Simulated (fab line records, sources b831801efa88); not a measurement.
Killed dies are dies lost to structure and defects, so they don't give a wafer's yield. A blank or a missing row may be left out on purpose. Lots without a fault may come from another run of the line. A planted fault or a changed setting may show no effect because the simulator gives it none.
Problem report in the 8D (eight disciplines) form, filled by code | flow sky130 | the parts of the form that need people (team, actions taken, sign-off) are left out

1. THE PROBLEM
GATE_OXIDE_OVL at SKY_GATE_OXIDE_OVL_MEAS_10 reads a mean of 198.4 nm on 9 wafers of 3 lots; wafers without a fault read 0.9 nm with a standard deviation of 1.4. That is +99 or more standard deviations from the usual mean.
First seen on wafer L607.3, day 17 07:43, on overlay-01. The record holds 39 wafers of 13 lots with a number at this step. Rule for "out", or "out of limits": more than 4 standard deviations from the usual mean. The other wafers with a number count as sound.

2. WHAT IT IS AND WHAT IT IS NOT
question                    | is                     | is not
which readings at this step | GATE_OXIDE_OVL         | -
which lots                  | L607, L608, L609       | L598, L599, L600, L601, L602, L603, L606, L615, L619, L620
which wafers of those lots  | all that have a number | -
read on which gauges        | overlay-01, overlay-02 | -
when                        | from day 17 07:43      | up to then (21 sound wafers); but 9 sound wafers of L615, L619, L620 came after

3. SUSPECTS, AND WHAT RULES EACH OUT
Counting: a tool at a process step up to the reading stays a suspect if it ran every lot that is out and no sound lot after the first of them.
- the gauge at SKY_GATE_OXIDE_OVL_MEAS_10: ruled out. The wafers that are out were read on 2 gauges (overlay-01, overlay-02).
- iline_stepper-02 at SKY_GATE_OXIDE_EXPOSE_07 (exposes mask LVOM, target cd 600 nm): kept. It ran every lot that is out, first L607 (day 16 17:20), and no sound lot after that; its last sound lot up to then is L602 (day 15 13:59).
Left after counting: iline_stepper-02 at SKY_GATE_OXIDE_EXPOSE_07.

4. THE CAUSE (what the simulator had put in)
Scanner matching overlay: iline_stepper-02, from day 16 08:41 on, at SKY_GATE_OXIDE_EXPOSE_07. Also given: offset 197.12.
Counting left only this tool.

5. THE CHAIN OF EFFECTS, in route order
Each row: a reading whose mean over the struck wafers that have a number lies more than 3 standard deviations from the usual. Only readings for which the record gives a usual standard deviation are gone through. hours: the time from each lot's start at the first step in this table that gives one to its start at this step, as a median over the lots. sigmas: the change in usual standard deviations.
hours | step                       | reading             | usual  | on struck wafers | change | sigmas
0     | SKY_GATE_OXIDE_OVL_MEAS_10 | GATE_OXIDE_OVL      | 0.9 nm | 198.4            | +197.5 | +99 or more
740   | SKY_PAD_OPEN_PROBE_99      | killed_at_front_end | 16     | 428              | +412   | +98
740   | SKY_PAD_OPEN_PROBE_99      | killed_dies         | 87     | 492              | +405   | +44
740   | SKY_PAD_OPEN_PROBE_99      | killed_on_rim       | 18     | 96               | +78    | +19
The process steps in it:
- SKY_PAD_OPEN_PROBE_99
Later measuring or inspecting steps at which every struck wafer that the step has a row for has a number for every such reading, and none has moved that far: SKY_LI_CONTACT_RS_MEAS_22.

6. WHAT WOULD HAVE CAUGHT IT SOONER
In this record the first reading out of limits at a measuring or inspecting step was taken at day 17 07:43, 23 hours after the fault began at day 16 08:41.
Of the lots that are out (3), L609 began SKY_GATE_OXIDE_EXPOSE_07 on iline_stepper-02 after day 17 07:43. A hold on the tool at that time would have spared it.
